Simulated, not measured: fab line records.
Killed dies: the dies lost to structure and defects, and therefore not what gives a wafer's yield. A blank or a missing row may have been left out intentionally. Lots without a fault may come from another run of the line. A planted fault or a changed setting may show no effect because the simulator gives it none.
fab line records | flow gf180mcu
record: lots: 14 | wafers: 42 | last-day: 34
route steps=602 shown DUAL_GATE@156 CONTACT@290 M2@365
lots with no fault: from the same line, run without faults
start-h: hours from the record's opening day to when the first of the lot's shown wafers began | wait-h: hours from the lot's prior step to this one | " unchanged from the row above | L1.1+2: a row that stands for several wafers | - value missing, or start not given | * or withheld: withheld | < > ~ a bound
route shown NAME@n: NAME is a module with steps in the file, n the number in the route of the first one | usual: mean and standard deviation over wafers with no fault | same: alike in all rows | chamber/n: place in a boat | sites: the reading at each site | _std_site: standard deviation of those values | _edge_site: the outer-site mean with the inner-site mean subtracted | radius-mm: for every site, how far away it sits from the centre of the wafer | mask NAME#n: copy n | behind: the tool/chamber that last shaped the wafer | hold: why the lot was held/for how many hours/how that ended | device: transistor that didn't switch, given as n, p or np | end of line: tests run on the same wafers once the route is complete | step lacking rows: just its recipe | killed: dies lost to structure and defects at the first sort, not the wafer's yield | map: dies across one wafer; x = killed, . = not, _ = none there
set.NAME: the run value of the setting; set.NAME@STEP: its run value at that earlier step | model.NAME: the simulator's own value behind a step, which no gauge read
one table for each step of the route and one row for each wafer, over a sample of lots
services: the hour from which a tool's chamber was out of use, counted from the record's first day as start-h (under 0 if before that day), plus the number of hours and why
== steps ==
step: GF_DUAL_GATE_OXIDATION_15
recipe: temp-c: 850 | ambient: O2 | stabilise-s: 600 | purge-s: 300 | target-thk-a: 70.98 | ox-time-s: 1995
usual: ox-temp-c: 850.0/0.36 | ox-temp-c-max: 854.1/0.97
lot.wafer | tool       | chamber | start-h | wait-h | ox-temp-c | ox-temp-c-max
L237.1    | furnace-01 | 0       | 177.35  | 0.0    | 849.9     | 854.7
L237.4    | "          | 0       | "       | "      | 850.1     | 854.1
L237.5    | "          | 0       | "       | "      | 850.2     | 854.7
L239.2    | furnace-01 | 0       | 192.01  | 1.1    | 849.6     | 854.8
L239.4    | "          | 0       | "       | "      | 849.8     | 854.3
L239.6    | "          | 0       | "       | "      | 850.0     | 855.0
L241.1    | furnace-02 | 0       | 206.51  | 0.8    | 850.4     | 854.0
L241.5    | "          | 0       | "       | "      | 850.9     | 853.6
L241.6    | "          | 0       | "       | "      | 850.1     | 854.0
L244.1    | furnace-02 | -       | 228.54  | 0.0    | -         | -
L244.3    | "          | -       | "       | "      | -         | -
L244.4    | "          | -       | "       | "      | -         | -
L243.1    | furnace-01 | -       | 228.99  | 0.1    | -         | -
L243.2    | "          | -       | "       | "      | -         | -
L243.5    | "          | -       | "       | "      | -         | -
L248.1    | furnace-01 | 0       | 253.93  | 0.5    | 850.0     | 854.4
L248.2    | "          | 0       | "       | "      | 849.4     | 855.7
L248.4    | "          | 0       | "       | "      | 849.5     | 854.7
L249.1    | furnace-02 | 0       | 260.96  | 0.7    | 849.6     | 852.4
L249.5    | "          | 0       | "       | "      | 849.8     | 853.8
L249.6    | "          | 0       | "       | "      | 849.9     | 852.5
L250.1    | furnace-01 | 0       | 266.73  | 0.1    | 850.0     | 854.1
L250.4    | "          | 0       | "       | "      | 850.0     | 855.1
L250.5    | "          | 0       | "       | "      | 850.0     | 856.3
L253.1    | furnace-02 | 0       | 290.72  | 1.9    | 850.3     | 853.2
L253.3    | "          | 0       | "       | "      | 849.8     | 852.9
L253.5    | "          | 0       | "       | "      | 850.1     | 853.7
L254.1    | furnace-02 | 0       | 295.11  | 0.2    | 850.0     | 853.5
L254.2    | "          | 0       | "       | "      | 849.9     | 853.7
L254.4    | "          | 0       | "       | "      | 850.1     | 852.7
L255.1    | furnace-02 | 0       | 306.51  | 1.1    | 850.2     | 853.3
L255.3    | "          | 0       | "       | "      | 850.0     | 852.9
L255.5    | "          | 0       | "       | "      | 849.9     | 853.2
L256.1    | furnace-02 | 0       | 310.09  | 0.5    | 850.4     | 853.8
L256.3    | "          | 0       | "       | "      | 849.5     | 852.1
L256.5    | "          | 0       | "       | "      | 850.3     | 854.6
L257.1    | furnace-02 | 0       | 314.91  | 0.0    | 850.5     | 854.9
L257.2    | "          | 0       | "       | "      | 850.2     | 855.5
L257.5    | "          | 0       | "       | "      | 850.3     | 853.7
L258.1    | furnace-01 | 0       | 321.23  | 1.0    | 850.1     | 854.4
L258.2    | "          | 0       | "       | "      | 849.8     | 854.0
L258.4    | "          | 0       | "       | "      | 850.8     | 856.7
step: GF_CONTACT_THK_MEAS_03
recipe: reads: SiO2_of_CONTACT_CVD_02
usual: CONTACT_CVD_02_THK: 859/11
lot.wafer | tool          | chamber | start-h | wait-h | CONTACT_CVD_02_THK[nm]
L237.1    | film-metro-02 | -       | 339.25  | 0.0    | 852
L237.4    | "             | -       | "       | "      | 865
L237.5    | "             | -       | "       | "      | 868
L239.2    | film-metro-01 | -       | 363.77  | 0.0    | 849
L239.4    | "             | -       | "       | "      | 875
L239.6    | "             | -       | "       | "      | 856
L241.1    | film-metro-01 | -       | 374.87  | 0.0    | 854
L241.5    | "             | -       | "       | "      | 873
L241.6    | "             | -       | "       | "      | 873
L248.1    | film-metro-02 | -       | 438.71  | 0.0    | 845
L248.2    | "             | -       | "       | "      | 859
L248.4    | "             | -       | "       | "      | 861
L249.1    | film-metro-01 | -       | 447.02  | 0.0    | 852
L249.5    | "             | -       | "       | "      | 867
L249.6    | "             | -       | "       | "      | 865
L250.1    | film-metro-01 | -       | 454.69  | 0.0    | 845
L250.4    | "             | -       | "       | "      | 863
L250.5    | "             | -       | "       | "      | 871
L253.1    | film-metro-04 | -       | 483.76  | 0.0    | 857
L253.3    | "             | -       | "       | "      | 860
L253.5    | "             | -       | "       | "      | 875
L254.1    | film-metro-01 | -       | 489.42  | 0.0    | 857
L254.2    | "             | -       | "       | "      | 852
L254.4    | "             | -       | "       | "      | 862
L255.1    | film-metro-02 | -       | 503.20  | 0.0    | 847
L255.3    | "             | -       | "       | "      | 847
L255.5    | "             | -       | "       | "      | 863
L256.1    | film-metro-01 | -       | 504.12  | 0.0    | 853
L256.3    | "             | -       | "       | "      | 851
L256.5    | "             | -       | "       | "      | 863
L257.1    | film-metro-01 | -       | 512.78  | 0.0    | 845
L257.2    | "             | -       | "       | "      | 849
L257.5    | "             | -       | "       | "      | 865
L258.1    | film-metro-02 | -       | 516.63  | 0.0    | 849
L258.2    | "             | -       | "       | "      | 858
L258.4    | "             | -       | "       | "      | 862
step: GF_M2_SPUTTER_03
recipe: material: Ti | target-thk-nm: 10 | substrate-temp-c: 300 | chamber-pressure-pa: 0.3 | power-w: 3000 | time-s: 6.7
usual: substrate-temp-c: 299.95/0.17 | throttle-valve-pct: 30.3/0.73
lot.wafer | tool           | chamber | start-h | wait-h | substrate-temp-c | throttle-valve-pct
L237.1    | pvd-sputter-04 | -       | 411.85  | 0.0    | 300.25           | 30.1
L237.4    | "              | -       | "       | "      | 299.96           | 30.6
L237.5    | "              | -       | "       | "      | 300.13           | 31.0
L239.2    | pvd-sputter-04 | -       | 438.17  | 0.0    | 300.04           | 31.1
L239.4    | "              | -       | "       | "      | 299.98           | 30.0
L239.6    | "              | -       | "       | "      | 300.09           | 31.1
L241.1    | pvd-sputter-01 | -       | 451.01  | 0.0    | 299.94           | 30.0
L241.5    | "              | -       | "       | "      | 300.06           | 30.2
L241.6    | "              | -       | "       | "      | 300.09           | 31.5
L248.1    | pvd-sputter-04 | -       | 514.51  | 0.0    | 299.89           | 30.9
L248.2    | "              | -       | "       | "      | 299.71           | 30.6
L248.4    | "              | -       | "       | "      | 300.30           | 30.2
L249.1    | pvd-sputter-02 | -       | 522.69  | 0.0    | 299.89           | 28.9
L249.5    | "              | -       | "       | "      | 299.98           | 28.9
L249.6    | "              | -       | "       | "      | 300.05           | 30.3
L250.1    | pvd-sputter-04 | -       | 532.47  | 0.0    | 299.63           | 31.0
L250.4    | "              | -       | "       | "      | 300.03           | 30.5
L250.5    | "              | -       | "       | "      | 299.79           | 30.2
L253.1    | pvd-sputter-04 | -       | 558.05  | 0.0    | 299.90           | 30.1
L253.3    | "              | -       | "       | "      | 299.95           | 30.1
L253.5    | "              | -       | "       | "      | 299.74           | 30.0
L254.1    | pvd-sputter-04 | -       | 563.14  | 0.0    | 300.10           | 29.9
L254.2    | "              | -       | "       | "      | 299.92           | 30.8
L254.4    | "              | -       | "       | "      | 300.05           | 30.7
L255.1    | pvd-sputter-04 | -       | 575.44  | 0.0    | 300.10           | 30.2
L255.3    | "              | -       | "       | "      | 299.98           | 30.8
L255.5    | "              | -       | "       | "      | 299.72           | 30.1
L256.1    | pvd-sputter-01 | -       | 576.51  | 0.0    | 299.88           | 30.1
L256.3    | "              | -       | "       | "      | 300.06           | 29.6
L256.5    | "              | -       | "       | "      | 300.07           | 29.8
L257.1    | pvd-sputter-02 | -       | 584.82  | 0.0    | 299.92           | 29.2
L257.2    | "              | -       | "       | "      | 299.89           | 29.7
L257.5    | "              | -       | "       | "      | 300.04           | 30.4
L258.1    | pvd-sputter-01 | -       | 588.99  | 0.0    | 299.69           | 29.8
L258.2    | "              | -       | "       | "      | 300.07           | 29.2
L258.4    | "              | -       | "       | "      | 300.00           | 30.2
step: GF_M2_THK_MEAS_06
recipe: thk-meas-gauge: xrf | reads: AlCu_of_M2_SPUTTER_02
usual: M2_ALCU_THK: 446/4.7
lot.wafer | tool          | chamber | start-h | wait-h | M2_ALCU_THK[nm]
L237.1    | film-metro-04 | -       | 412.03  | 0.1    | 450
L237.4    | "             | -       | "       | "      | 451
L237.5    | "             | -       | "       | "      | 451
L239.2    | film-metro-03 | -       | 438.36  | 0.1    | 453
L239.4    | "             | -       | "       | "      | 455
L239.6    | "             | -       | "       | "      | 454
L241.1    | film-metro-04 | -       | 451.19  | 0.1    | 445
L241.5    | "             | -       | "       | "      | 439
L241.6    | "             | -       | "       | "      | 440
L248.1    | film-metro-01 | -       | 514.69  | 0.1    | 438
L248.2    | "             | -       | "       | "      | 444
L248.4    | "             | -       | "       | "      | 442
L249.1    | film-metro-03 | -       | 522.87  | 0.1    | 449
L249.5    | "             | -       | "       | "      | 452
L249.6    | "             | -       | "       | "      | 452
L250.1    | film-metro-03 | -       | 532.65  | 0.1    | 439
L250.4    | "             | -       | "       | "      | 443
L250.5    | "             | -       | "       | "      | 443
L253.1    | film-metro-01 | -       | 558.23  | 0.1    | 446
L253.3    | "             | -       | "       | "      | 449
L253.5    | "             | -       | "       | "      | 445
L254.1    | film-metro-04 | -       | 563.32  | 0.1    | 451
L254.2    | "             | -       | "       | "      | 451
L254.4    | "             | -       | "       | "      | 451
L255.1    | film-metro-03 | -       | 575.62  | 0.1    | 444
L255.3    | "             | -       | "       | "      | 451
L255.5    | "             | -       | "       | "      | 446
L256.1    | film-metro-04 | -       | 576.69  | 0.1    | 448
L256.3    | "             | -       | "       | "      | 452
L256.5    | "             | -       | "       | "      | 454
L257.1    | film-metro-03 | -       | 585.00  | 0.1    | 448
L257.2    | "             | -       | "       | "      | 442
L257.5    | "             | -       | "       | "      | 448
L258.1    | film-metro-01 | -       | 589.17  | 0.1    | 454
L258.2    | "             | -       | "       | "      | 449
L258.4    | "             | -       | "       | "      | 450
== services ==
tool           | chamber | start-h | hours | kind
furnace-01     | -       | 162.08  | 2.3   | pm
pvd-sputter-02 | -       | 171.30  | 2.0   | repair
furnace-01     | -       | 173.01  | 2.5   | pm
furnace-02     | -       | 181.51  | 4.0   | pm
furnace-01     | -       | 205.26  | 3.4   | pm
furnace-02     | -       | 211.24  | 2.6   | repair
pvd-sputter-04 | -       | 225.91  | 10.0  | repair
pvd-sputter-01 | -       | 245.72  | 8.6   | repair
furnace-02     | -       | 266.51  | 4.2   | pm
furnace-02     | -       | 272.10  | 10.7  | pm
pvd-sputter-02 | -       | 287.21  | 1.4   | repair
pvd-sputter-02 | -       | 311.43  | 59.2  | repair
furnace-01     | -       | 340.14  | 2.8   | pm
furnace-01     | -       | 408.05  | 25.1  | repair
furnace-02     | -       | 434.32  | 3.4   | pm
pvd-sputter-01 | -       | 445.83  | 1.2   | repair
pvd-sputter-01 | -       | 447.72  | 2.3   | repair
furnace-02     | -       | 462.65  | 2.5   | pm
furnace-01     | -       | 486.82  | 4.8   | pm
pvd-sputter-02 | -       | 497.88  | 2.6   | repair
furnace-01     | -       | 507.99  | 2.6   | pm
furnace-01     | -       | 575.76  | 11.2  | pm
== key ==
first-sign: step: GF_DUAL_GATE_OXIDATION_15 | reading: tool-record | direction: missing
effect none on later readings
met-at GF_DUAL_GATE_OXIDATION_15
struck-lots L243,L244
later-rows-left-out L243.1,L243.2,L243.5,L244.1,L244.3,L244.4
sort-left-out L243.1,L243.2,L243.5,L244.1,L244.3,L244.4
tester-left-out L243,L244
not-acting-at GF_CONTACT_THK_MEAS_03,GF_M2_SPUTTER_03,GF_M2_THK_MEAS_06
onset-between 206.51 228.54
fault: kind: skipped-step-whole | tool: furnace-01,furnace-02 | chamber: - | onset-h: 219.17 | steps: GF_DUAL_GATE_OXIDATION_15 | scope: struck-lots-only
tester-left-out: of these lots the tester's yield and bins aren't shown, on N5 and GAA mostly nor the transistor test; their killed dies are dies lost to structure and defects alone, not to doping, threshold or leakage, so they don't give the yield
sort-left-out: the simulated sort isn't trusted on such a fault, so these wafers' sort isn't shown, and their yield isn't known
later-rows-left-out: the simulator's readings of these wafers behind a module that went badly wrong aren't trusted and aren't shown, but for the sort
